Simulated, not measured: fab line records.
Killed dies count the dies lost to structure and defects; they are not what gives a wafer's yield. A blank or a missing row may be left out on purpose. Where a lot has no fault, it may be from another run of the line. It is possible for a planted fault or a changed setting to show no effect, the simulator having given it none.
fab line records | flow gf180mcu
[record] lots = 5 wafers = 23
route steps=602 shown POLY_GATE@165 HV_LDD@182
startH: hours from the record's first day to the start of the lot's first wafer shown | waitH: hours from the lot's prior step to this one | " identical to the entry in the row above | L1.1+2: a single row standing in for several wafers | - no value, or no start given | * or withheld: withheld | < > ~ a bound
route shown NAME@n: a module of which the file shows steps, and the number in the route of the first | usual: the fault-free wafers' mean and standard deviation | same: alike in all rows | chamber/n: place in a boat | sites: readings site by site | _std_site: the standard deviation of these | _edge_site: outer sites' mean less inner sites' | radiusMm: how far each site lies from the wafer's centre | mask NAME#n: copy n | behind: the tool/chamber that last shaped the wafer | hold: what put the lot on hold/how long, in hours/how the hold closed | device: the n, p or np transistor that did not switch | end of line: the same wafers' tests at the end of the route | for a step that has no rows: nothing shown but its recipe | killed: dies that structure and defects cost at the first sort, which is not the same as the wafer's yield | map: the dies of a wafer, with x for killed, . for not killed, _ for no die there
set.NAME: setting as actually run; set.NAME@STEP: the setting as run at that earlier step | model.NAME: the simulator's own value behind a step, which no gauge read
lots with deliberately changed settings; one table per step, one row per wafer
[[steps]]
[step GF_POLY_GATE_PEB_08]
[recipe] pebTempC = 135 pebTimeS = 90 resist = KrF
// columns lot.wafer tool chamber startH waitH set.pebTempC
L074.2+4+6 lithoTrack-01 0 - - 135
L076.1+2+3 lithoTrack-02 0 - - 135
L076.5+6 " 0 " " 136.6
L077.1+4+6 lithoTrack-01 0 - - 135
L077.3+5 " 0 " " 133.2
L081.2+3+4+5+6 lithoTrack-01 0 - - 135
L084.1+2+5 lithoTrack-01 0 - - 133
L084.3+4 " 0 " " 135
[step GF_POLY_GATE_DEVELOP_09]
[recipe] developTimeS = 60 resist = KrF devTempC = 21
[step GF_POLY_GATE_CD_MEAS_10]
[recipe] targetCdNm = 280
[usual] cdNm = 279.3/1.4
// columns lot.wafer tool chamber startH waitH set.pebTempC@POLY_GATE_PEB_08 cdNm
L074.2 cdSem-02 - 194.96 0.1 135 281.3
L074.4 " - " " 135 281.8
L074.6 " - " " 135 282.1
L076.1 cdSem-01 - 209.75 0.1 135 282.1
L076.2 " - " " 135 279.3
L076.3 " - " " 135 279.0
L076.5 " - " " 136.6 275.7
L076.6 " - " " 136.6 276.2
L077.1 cdSem-02 - 217.94 0.1 135 280.0
L077.3 " - " " 133.2 284.9
L077.4 " - " " 135 278.1
L077.5 " - " " 133.2 285.2
L077.6 " - " " 135 278.2
L081.2 cdSem-02 - 246.11 0.1 135 277.9
L081.3 " - " " 135 278.0
L081.4 " - " " 135 278.0
L081.5 " - " " 135 277.8
L081.6 " - " " 135 277.9
L084.1 cdSem-01 - 270.94 0.1 133 282.5
L084.2 " - " " 133 283.9
L084.3 " - " " 135 278.5
L084.4 " - " " 135 277.7
L084.5 " - " " 133 284.8
[step GF_POLY_GATE_ETCH_12]
[recipe] chemistry = N2/H2 targetDepthA = withheld overetchA = withheld timeS = withheld target = BARC ionEnergyEv = 200 sourceW = 500 biasW = 100 pressureMtorr = 30 n2FlowSccm = 100 h2FlowSccm = 200
// columns lot.wafer tool chamber startH waitH set.pebTempC@POLY_GATE_PEB_08 model.POLY_GATE.cdNm
L074.2 rieDiel-02 0 195.10 0.0 135 282.2
L074.4 " 2 " " 135 281.8
L074.6 " 3 " " 135 282.8
L076.1 rieDiel-01 3 209.91 0.0 135 282.5
L076.2 " 0 " " 135 279.9
L076.3 " 1 " " 135 279.2
L076.5 " 3 " " 136.6 275.9
L076.6 " 0 " " 136.6 277.2
L077.1 rieDiel-02 1 218.10 0.0 135 279.7
L077.3+5 " 0,2 " " 133.2 285.9
L077.4 " 3 " " 135 279.2
L077.6 " 1 " " 135 278.5
L081.2 rieDiel-02 1 246.25 0.0 135 277.8
L081.3 " 3 " " 135 279.3
L081.4 " 0 " " 135 278.6
L081.5 " 2 " " 135 278
L081.6 " 3 " " 135 279
L084.1 rieDiel-02 2 271.10 0.0 133 283.1
L084.2 " 1 " " 133 284.3
L084.3 " 0 " " 135 279
L084.4 " 3 " " 135 279.3
L084.5 " 3 " " 133 285.8
[step GF_POLY_GATE_ETCH_13]
[recipe] target = poly-Si targetDepthNm = 198.5 stopOn = SiO2 overEtchFrac = 0.403 chemistry = HBr/Cl2 icpW = 400 biasW = 100 pressureMtorr = 10 HBr_flow_sccm = 150 Cl2_flow_sccm = 50 timeS = 69.6
// columns lot.wafer tool chamber startH waitH set.pebTempC@POLY_GATE_PEB_08 model.POLY_GATE.cdNm
L074.2 rieSi-02 3 195.15 - 135 281
L074.4 " 0 " " 135 281.1
L074.6 " 0 " " 135 281.8
L076.1 rieSi-01 3 209.96 - 135 281.7
L076.2 " 2 " " 135 279.9
L076.3 " 0 " " 135 278.8
L076.5 " 3 " " 136.6 274.9
L076.6 " 2 " " 136.6 276.8
L077.1 rieSi-02 2 218.15 - 135 279.4
L077.3 " 0 " " 133.2 285.1
L077.4 " 1 " " 135 278.1
L077.5 " 3 " " 133.2 284.5
L077.6 " 2 " " 135 279.3
L081.2 rieSi-01 2 246.30 - 135 278.6
L081.3 " 3 " " 135 279.6
L081.4 " 1 " " 135 279.4
L081.5 " 3 " " 135 278.2
L081.6 " 0 " " 135 279.5
L084.1+2 rieSi-01 2,3 271.15 - 133 284.4
L084.3 " 0 " " 135 279.1
L084.4 " 1 " " 135 281.3
L084.5 " 2 " " 133 286.2
[step GF_POLY_GATE_STRIP_14]
[recipe] chemistry = O2/N2 powerW = 1400 pressureMtorr = 1500 platenTempC = 250 o2FlowSccm = 3000 n2FlowSccm = 300 overashFraction = 0.5
[step GF_POLY_GATE_CLEAN_15]
[recipe] chemistry = SC1/SC2 mix = 1:4:20 tempC = 70 timeS = 150 dry = n2Spin
[step GF_POLY_GATE_OXIDATION_16]
[recipe] tempC = 850 ambient = O2 stabiliseS = 600 purgeS = 300 targetThkA = 40 oxTimeS = 899
[step GF_POLY_GATE_CD_MEAS_18]
[usual] cdNm = 279.6/1.6
// columns lot.wafer tool chamber startH waitH set.pebTempC@POLY_GATE_PEB_08 cdNm
L074.2 cdSem-02 - 197.93 0.1 135 281.3
L074.4 " - " " 135 281.0
L074.6 " - " " 135 281.4
L076.1 cdSem-02 - 212.38 0.1 135 281.3
L076.2 " - " " 135 280.2
L076.3 " - " " 135 279.1
L076.5 " - " " 136.6 274.8
L076.6 " - " " 136.6 277.0
L077.1 cdSem-02 - 220.04 0.1 135 279.2
L077.3 " - " " 133.2 285.3
L077.4 " - " " 135 278.4
L077.5 " - " " 133.2 284.1
L077.6 " - " " 135 279.0
L081.2 cdSem-01 - 247.85 0.1 135 278.5
L081.3 " - " " 135 279.6
L081.4 " - " " 135 279.2
L081.5 " - " " 135 278.2
L081.6 " - " " 135 279.5
L084.1 cdSem-01 - 272.82 0.1 133 284.3
L084.2 " - " " 133 284.4
L084.3 " - " " 135 279.2
L084.4 " - " " 135 281.5
L084.5 " - " " 133 286.3
[step GF_HV_LDD_DEVELOP_06]
[recipe] developTimeS = 60 devTempC = 23
// columns lot.wafer tool chamber startH waitH set.developTimeS
L074.2+4+6 lithoTrack-02 0 214.88 0.1 60
L076.1+5 lithoTrack-04 0 230.07 0.1 52.95
L076.2+3+6 " 0 " " 60
L077.1+6 lithoTrack-04 0 237.42 0.1 60
L077.3+4+5 " 0 " " 57.57
L081.2+3+4 lithoTrack-03 0 266.46 0.1 51.32
L081.5+6 " 0 " " 60
L084.1+2 lithoTrack-02 0 292.40 0.1 51.91
L084.3+4+5 " 0 " " 60
[step GF_HV_LDD_CD_MEAS_07]
[recipe] targetCdNm = 400
[usual] cdNm = 399.8/2.4
// columns lot.wafer tool chamber startH waitH set.developTimeS@HV_LDD_DEVELOP_06 cdNm
L074.2 cdSem-01 - 215.02 0.1 60 394.8
L074.4 " - " " 60 392.7
L074.6 " - " " 60 393.4
L076.1 cdSem-02 - 230.22 0.1 52.95 387.4
L076.2 " - " " 60 398.7
L076.3 " - " " 60 400.5
L076.5 " - " " 52.95 385.1
L076.6 " - " " 60 399.2
L077.1 cdSem-02 - 237.57 0.1 60 402.1
L077.3 " - " " 57.57 398.8
L077.4 " - " " 57.57 397.2
L077.5 " - " " 57.57 394.7
L077.6 " - " " 60 402.0
L081.2 cdSem-01 - 266.61 0.1 51.32 384.9
L081.3 " - " " 51.32 384.2
L081.4 " - " " 51.32 385.6
L081.5 " - " " 60 402.0
L081.6 " - " " 60 400.9
L084.1 cdSem-02 - 292.55 0.1 51.91 383.7
L084.2 " - " " 51.91 386.0
L084.3 " - " " 60 399.3
L084.4 " - " " 60 397.7
L084.5 " - " " 60 400.6
[step GF_HV_LDD_DEVELOP_18]
[recipe] developTimeS = 60 devTempC = 23
// columns lot.wafer tool chamber startH waitH set.devTempC
L074.2+4+6 lithoTrack-03 0 233.61 0.1 23
L076.1+2+3+5+6 lithoTrack-02 0 247.90 0.1 23
L077.1+3+4+5+6 lithoTrack-03 0 255.34 0.1 23
L081.2+3+6 lithoTrack-04 0 285.60 0.1 23
L081.4+5 " 0 " " 19.79
L084.1+4+5 lithoTrack-02 0 313.75 0.1 20.31
L084.2+3 " 0 " " 23
[step GF_HV_LDD_CD_MEAS_19]
[recipe] targetCdNm = 400
[usual] cdNm = 400.6/1.9
// columns lot.wafer tool chamber startH waitH set.devTempC@HV_LDD_DEVELOP_18 cdNm
L074.2 cdSem-02 - 233.84 0.2 23 396.4
L074.4 " - " " 23 399.1
L074.6 " - " " 23 399.7
L076.1 cdSem-01 - 248.05 0.1 23 402.1
L076.2 " - " " 23 404.3
L076.3 " - " " 23 403.3
L076.5 " - " " 23 400.9
L076.6 " - " " 23 401.5
L077.1 cdSem-02 - 255.49 0.1 23 398.9
L077.3 " - " " 23 402.5
L077.4 " - " " 23 400.6
L077.5 " - " " 23 401.6
L077.6 " - " " 23 400.6
L081.2 cdSem-02 - 285.74 0.1 23 399.4
L081.3 " - " " 23 400.5
L081.4 " - " " 19.79 412.6
L081.5 " - " " 19.79 412.6
L081.6 " - " " 23 399.4
L084.1 cdSem-02 - 313.90 0.1 20.31 410.6
L084.2 " - " " 23 401.5
L084.3 " - " " 23 399.5
L084.4 " - " " 20.31 408.9
L084.5 " - " " 20.31 410.0
[step GF_HV_LDD_DEVELOP_30]
[recipe] developTimeS = 60 devTempC = 23
// columns lot.wafer tool chamber startH waitH set.devTempC
L074.2+4+6 lithoTrack-02 0 252.28 0.1 23
L076.1+2+5 lithoTrack-02 0 266.95 0.1 24.16
L076.3+6 " 0 " " 23
L077.1+5+6 lithoTrack-02 0 274.60 0.1 21.98
L077.3+4 " 0 " " 23
L081.2+3 lithoTrack-03 0 305.86 0.1 23
L081.4+5+6 " 0 " " 24.07
L084.1+3+4 lithoTrack-03 0 335.59 0.1 23
L084.2+5 " 0 " " 21.26
[step GF_HV_LDD_CD_MEAS_31]
[recipe] targetCdNm = 400
[usual] cdNm = 399.1/2.1
// columns lot.wafer tool chamber startH waitH set.devTempC@HV_LDD_DEVELOP_30 cdNm
L074.2 cdSem-02 - 252.42 0.1 23 402.6
L074.4 " - " " 23 402.5
L074.6 " - " " 23 402.3
L076.1 cdSem-01 - 267.10 0.1 24.16 397.8
L076.2 " - " " 24.16 396.6
L076.3 " - " " 23 405.5
L076.5 " - " " 24.16 398.0
L076.6 " - " " 23 404.2
L077.1 cdSem-01 - 274.75 0.1 21.98 401.6
L077.3 " - " " 23 397.7
L077.4 " - " " 23 398.0
L077.5 " - " " 21.98 402.4
L077.6 " - " " 21.98 401.1
L081.2 cdSem-01 - 306.01 0.1 23 399.7
L081.3 " - " " 23 396.2
L081.4 " - " " 24.07 394.6
L081.5 " - " " 24.07 396.0
L081.6 " - " " 24.07 395.2
L084.1 cdSem-01 - 335.74 0.1 23 398.2
L084.2 " - " " 21.26 404.6
L084.3 " - " " 23 398.7
L084.4 " - " " 23 398.4
L084.5 " - " " 21.26 404.5
[step GF_HV_LDD_IMPLANT_35]
[recipe] species = P energyKev = 60 doseCm2 = 7.5e+12 tiltDeg = 30 rotationDeg = 180
// columns lot.wafer tool chamber startH waitH set.doseCm2
L074.2+4+6 implanter-02 0 252.88 0.1 7.5e+12
L076.1+3+5 implanter-01 0 267.56 0.1 8.585e+12
L076.2+6 " 0 " " 7.5e+12
L077.1+4+5 implanter-01 0 275.21 0.1 6.327e+12
L077.3+6 " 0 " " 7.5e+12
L081.2+4 implanter-01 0 306.47 0.1 7.5e+12
L081.3+5+6 " 0 " " 6.498e+12
L084.1+4 implanter-01 0 336.19 0.1 7.5e+12
L084.2+3+5 " 0 " " 6.858e+12
[step GF_HV_LDD_IMPLANT_36]
[recipe] species = P energyKev = 60 doseCm2 = 7.061e+12 tiltDeg = 30 rotationDeg = 270
[step GF_HV_LDD_STRIP_37]
[recipe] chemistry = O2/N2 powerW = 1400 pressureMtorr = 1500 platenTempC = 250 o2FlowSccm = 3000 n2FlowSccm = 300 overashFraction = 0.5
[step GF_HV_LDD_TW_MEAS_38]
[usual] HV_LDD_3_TW = 1422/6.3
// columns lot.wafer tool chamber startH waitH set.doseCm2@HV_LDD_IMPLANT_35 HV_LDD_3_TW
L074.2 filmMetro-02 - 253.27 0.1 7.5e+12 1420
L074.4 " - " " 7.5e+12 1427
L074.6 " - " " 7.5e+12 1428
L076.1 filmMetro-01 - 267.96 0.1 8.585e+12 1447
L076.2 " - " " 7.5e+12 1426
L076.3 " - " " 8.585e+12 1436
L076.5 " - " " 8.585e+12 1439
L076.6 " - " " 7.5e+12 1427
L077.1 filmMetro-01 - 275.61 0.1 6.327e+12 1405
L077.3 " - " " 7.5e+12 1427
L077.4 " - " " 6.327e+12 1401
L077.5 " - " " 6.327e+12 1399
L077.6 " - " " 7.5e+12 1416
L081.2 filmMetro-01 - 306.85 0.1 7.5e+12 1424
L081.3 " - " " 6.498e+12 1410
L081.4 " - " " 7.5e+12 1433
L081.5 " - " " 6.498e+12 1411
L081.6 " - " " 6.498e+12 1415
L084.1 filmMetro-01 - 336.59 0.1 7.5e+12 1419
L084.2 " - " " 6.858e+12 1412
L084.3 " - " " 6.858e+12 1409
L084.4 " - " " 7.5e+12 1424
L084.5 " - " " 6.858e+12 1407
[step GF_HV_LDD_IMPLANT_48]
[recipe] species = B energyKev = 25 doseCm2 = 3e+13 tiltDeg = 7
// columns lot.wafer tool chamber startH waitH set.energyKev model.implant.rpNm model.implant.drpNm
L074.2+4+6 implanter-02 0 272.67 0.0 25 82.52 35.62
L076.1+3+6 implanter-01 0 286.53 0.0 24.53 80.01 34.84
L076.2+5 " 0 " " 25 81.53 35.62
L077.1+5 implanter-02 0 295.23 0.0 23.68 78.2 33.43
L077.3+4+6 " 0 " " 25 82.51 35.62
L081.2+5+6 implanter-01 0 327.40 0.0 25 83.48 35.62
L081.3+4 " 0 " " 25.43 84.9 36.34
L084.1+3 implanter-02 0 358.23 0.0 24.06 77.95 34.05
L084.2+4+5 " 0 " " 25 80.96 35.62
[step GF_HV_LDD_STRIP_49]
[recipe] chemistry = O2/N2 powerW = 1400 pressureMtorr = 1500 platenTempC = 250 o2FlowSccm = 3000 n2FlowSccm = 300 overashFraction = 0.5
[step GF_HV_LDD_CLEAN_51]
[recipe] chemistry = SC1/SC2 mix = 1:4:20 tempC = 70 timeS = 150 dry = n2Spin
[step GF_HV_LDD_RTA_52]
[recipe] tempC = 1000 timeS = 10 ambient = N2
[step GF_HV_LDD_RS_MEAS_53]
[recipe] thkMeasGauge = four-point-probe
[usual] HV_LDD_RS = 427.0/0.89
// columns lot.wafer tool chamber startH waitH set.doseCm2@HV_LDD_IMPLANT_35 HV_LDD_RS[ohm/sq]
L074.2 filmMetro-01 - 273.09 0.1 7.5e+12 428.7
L074.4 " - " " 7.5e+12 428.6
L074.6 " - " " 7.5e+12 427.7
L076.1 filmMetro-03 - 287.01 0.1 8.585e+12 422.4
L076.2 " - " " 7.5e+12 425.9
L076.3 " - " " 8.585e+12 422.1
L076.5 " - " " 8.585e+12 423.3
L076.6 " - " " 7.5e+12 425.1
L077.1 filmMetro-03 - 295.66 0.1 6.327e+12 431.0
L077.3 " - " " 7.5e+12 427.3
L077.4 " - " " 6.327e+12 431.4
L077.5 " - " " 6.327e+12 431.1
L077.6 " - " " 7.5e+12 427.2
L081.2 filmMetro-03 - 327.82 0.1 7.5e+12 427.7
L081.3 " - " " 6.498e+12 429.8
L081.4 " - " " 7.5e+12 427.6
L081.5 " - " " 6.498e+12 428.9
L081.6 " - " " 6.498e+12 429.7
L084.1 filmMetro-03 - 358.72 0.1 7.5e+12 425.8
L084.2 " - " " 6.858e+12 427.6
L084.3 " - " " 6.858e+12 428.3
L084.4 " - " " 7.5e+12 426.2
L084.5 " - " " 6.858e+12 428.9
[step GF_HV_LDD_CVD_56]
[recipe] material = Si3N4 precursor = DCS/NH3 targetThkNm = 90 tempC = 770 timeS = 1543 pressureMtorr = 250
// columns lot.wafer tool chamber startH waitH set.timeS model.Si3N4_of_HV_LDD_CVD_56.thkNm
L074.2 lpcvd-02 0 274.28 0.0 1543 90.68
L074.4 " 0 " " 1543 91.33
L074.6 " 0 " " 1543 91.49
L076.1 - - - 0.1 1683 99.06
L076.2 " - " " 1683 99.66
L076.3 " - " " 1683 100.3
L076.5 " - " " 1683 99
L076.6 " - " " 1683 99.11
L077.1 - - - 0.1 1373 80.96
L077.3 " - " " 1373 80.95
L077.4 " - " " 1373 80.72
L077.5 " - " " 1373 80.4
L077.6 " - " " 1373 80.97
L081.2 - - - 0.0 1543 90.56
L081.3 " - " " 1543 89.35
L081.4 " - " " 1543 89.89
L081.5 " - " " 1543 90.49
L081.6 " - " " 1543 89.79
L084.1 - - - 0.1 1613 94.3
L084.2 " - " " 1613 94.39
L084.3 " - " " 1613 93.94
L084.4 " - " " 1613 94.75
L084.5 " - " " 1613 94.04
[step GF_HV_LDD_THK_MEAS_57]
[recipe] reads = Si3N4_of_HV_LDD_CVD_56
[usual] HV_LDD_CVD_56_THK = 90.9/0.58
// columns lot.wafer tool chamber startH waitH set.timeS@HV_LDD_CVD_56 HV_LDD_CVD_56_THK[nm]
L074.2 filmMetro-01 - 275.71 0.0 1543 90.7
L074.4 " - " " 1543 91.3
L074.6 " - " " 1543 91.6
L076.1 filmMetro-01 - - - 1683 99.1
L076.2 " - " " 1683 99.6
L076.3 " - " " 1683 100.3
L076.5 " - " " 1683 99.0
L076.6 " - " " 1683 99.1
L077.1 filmMetro-01 - - - 1373 81.0
L077.3 " - " " 1373 80.9
L077.4 " - " " 1373 80.7
L077.5 " - " " 1373 80.4
L077.6 " - " " 1373 80.9
L081.2 filmMetro-03 - - - 1543 90.6
L081.3 " - " " 1543 89.3
L081.4 " - " " 1543 89.9
L081.5 " - " " 1543 90.6
L081.6 " - " " 1543 89.8
L084.1 filmMetro-02 - - - 1613 94.3
L084.2 " - " " 1613 94.4
L084.3 " - " " 1613 93.9
L084.4 " - " " 1613 94.8
L084.5 " - " " 1613 94.1
[step GF_HV_LDD_ETCHBACK_58]
[recipe] chemistry = CH3F/O2 target = Si3N4 stopOn = SiO2 sourceW = 400 biasW = 80 pressureMtorr = 25 ch3fFlowSccm = 40 O2_flow_sccm = 30 timeS = 100 targetDepthA = 900
[usual] oesProductAu = 0.848/0.0054
// columns lot.wafer tool chamber startH waitH set.timeS@HV_LDD_CVD_56 oesProductAu
L074.2 rieDiel-03 2 275.76 0.0 1543 0.847
L074.4 " 1 " " 1543 0.848
L074.6 " 0 " " 1543 0.851
L076.1 rieDiel-03 2 289.70 0.1 1683 0.887
L076.2 " 3 " " 1683 0.891
L076.3 " 0 " " 1683 0.894
L076.5 " 0 " " 1683 0.894
L076.6 " 1 " " 1683 0.891
L077.1 rieDiel-02 3 298.35 0.1 1373 0.807
L077.3 " 0 " " 1373 0.795
L077.4 " 1 " " 1373 0.797
L077.5 " 0 " " 1373 0.787
L077.6 " 3 " " 1373 0.792
L081.2 rieDiel-02 3 331.13 0.0 1543 0.849
L081.3 " 2 " " 1543 0.835
L081.4 " 1 " " 1543 0.841
L081.5 " 0 " " 1543 0.846
L081.6 " 1 " " 1543 0.850
L084.1 rieDiel-02 0 362.64 0.1 1613 0.861
L084.2 " 3 " " 1613 0.866
L084.3 " 1 " " 1613 0.861
L084.4 " 2 " " 1613 0.873
L084.5 " 3 " " 1613 0.859
[[key]]
[split] step = GF_POLY_GATE_PEB_08 setting = pebTempC stated = 135 by = wafer
[response] step = GF_POLY_GATE_CD_MEAS_10 reading = cdNm change = -4.03 per = 1% r = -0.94
[response] step = GF_POLY_GATE_ETCH_12 reading = model.POLY_GATE.cdNm change = -4 per = 1% r = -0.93
[response] step = GF_POLY_GATE_ETCH_13 reading = model.POLY_GATE.cdNm change = -3.73 per = 1% r = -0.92
[response] step = GF_POLY_GATE_CD_MEAS_18 reading = cdNm change = -3.67 per = 1% r = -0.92
[split] step = GF_HV_LDD_DEVELOP_06 setting = developTimeS stated = 60 by = wafer
[response] step = GF_HV_LDD_CD_MEAS_07 reading = cdNm change = +1.12 per = 1% r = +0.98
[split] step = GF_HV_LDD_DEVELOP_18 setting = devTempC stated = 23 by = wafer
[response] step = GF_HV_LDD_CD_MEAS_19 reading = cdNm change = -0.868 per = 1% r = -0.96
[split] step = GF_HV_LDD_DEVELOP_30 setting = devTempC stated = 23 by = wafer
[response] step = GF_HV_LDD_CD_MEAS_31 reading = cdNm change = -0.911 per = 1% r = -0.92
[split] step = GF_HV_LDD_IMPLANT_35 setting = doseCm2 stated = 7.5e+12 by = wafer
[response] step = GF_HV_LDD_TW_MEAS_38 reading = HV_LDD_3_TW change = +1.19 per = 1% r = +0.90
[response] step = GF_HV_LDD_RS_MEAS_53 reading = HV_LDD_RS change = -0.208 per = 1% r = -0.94
[split] step = GF_HV_LDD_IMPLANT_48 setting = energyKev stated = 25 by = wafer
[response] step = GF_HV_LDD_IMPLANT_48 reading = model.implant.rpNm change = +0.81 per = 1% r = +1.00
[response] step = GF_HV_LDD_IMPLANT_48 reading = model.implant.drpNm change = +0.416 per = 1% r = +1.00
[split] step = GF_HV_LDD_CVD_56 setting = timeS stated = 1543 by = lot
[response] step = GF_HV_LDD_CVD_56 reading = model.Si3N4_of_HV_LDD_CVD_56.thkNm change = +0.912 per = 1% r = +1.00
[response] step = GF_HV_LDD_THK_MEAS_57 reading = HV_LDD_CVD_56_THK change = +0.914 per = 1% r = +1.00
[response] step = GF_HV_LDD_ETCHBACK_58 reading = oesProductAu change = +0.00466 per = 1% r = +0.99
